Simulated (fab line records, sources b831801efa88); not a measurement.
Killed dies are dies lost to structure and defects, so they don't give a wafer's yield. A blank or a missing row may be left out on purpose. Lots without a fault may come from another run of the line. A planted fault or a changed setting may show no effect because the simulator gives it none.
Chamber matching | flow sky130 | SKY_POLY_CUT_ETCH_11 on rie_diel-02: 4 sister chambers
The step etches Si3N4 in CF4/CH2F2/Ar, stops on poly-Si, time 42.5 s, target depth 60 nm. 4 wafers are shown with their chamber, then 8 later ones without.

WAFERS WITH THEIR CHAMBER
wafer  | chamber | drypump_motor_current_A (A)
L088.1 | 3       | 6.6
L088.3 | 1       | 5.6
L088.4 | 2       | 5.5
L093.3 | 0       | 5.7

WAFERS WITHOUT THEIR CHAMBER
wafer  | drypump_motor_current_A (A)
L093.4 | 5.8
L093.6 | 5.6
L094.1 | 5.5
L094.4 | 5.5
L094.5 | 5.6
L097.1 | 5.6
L097.3 | 6.6
L097.6 | 6.6

WHICH CHAMBER EACH WENT THROUGH
wafer  | from the rows above | in truth
L093.4 | 0                   | 0
L093.6 | 1                   | 1
L094.1 | 2                   | 2
L094.4 | 2                   | 2
L094.5 | 1                   | 1
L097.1 | 1                   | 1
L097.3 | 3                   | 3
L097.6 | 3                   | 3
Placed correctly: 8 of 8. Can't be placed from these rows: 0. Placed wrongly: 0.
How it was worked out, from the rows above alone: a wafer's distance from a chamber is the root of the sum, over the readings, of the square of ((its reading less the chamber's mean) divided by the reading's scatter). The wafer belongs to the nearest chamber; if the next one is less than 2 further off, it can't be placed. A chamber's mean is the mean of its shown wafers. The scatter: with one shown wafer a chamber, the root of the mean of the squares of how far each hidden wafer lies from its nearest shown one.
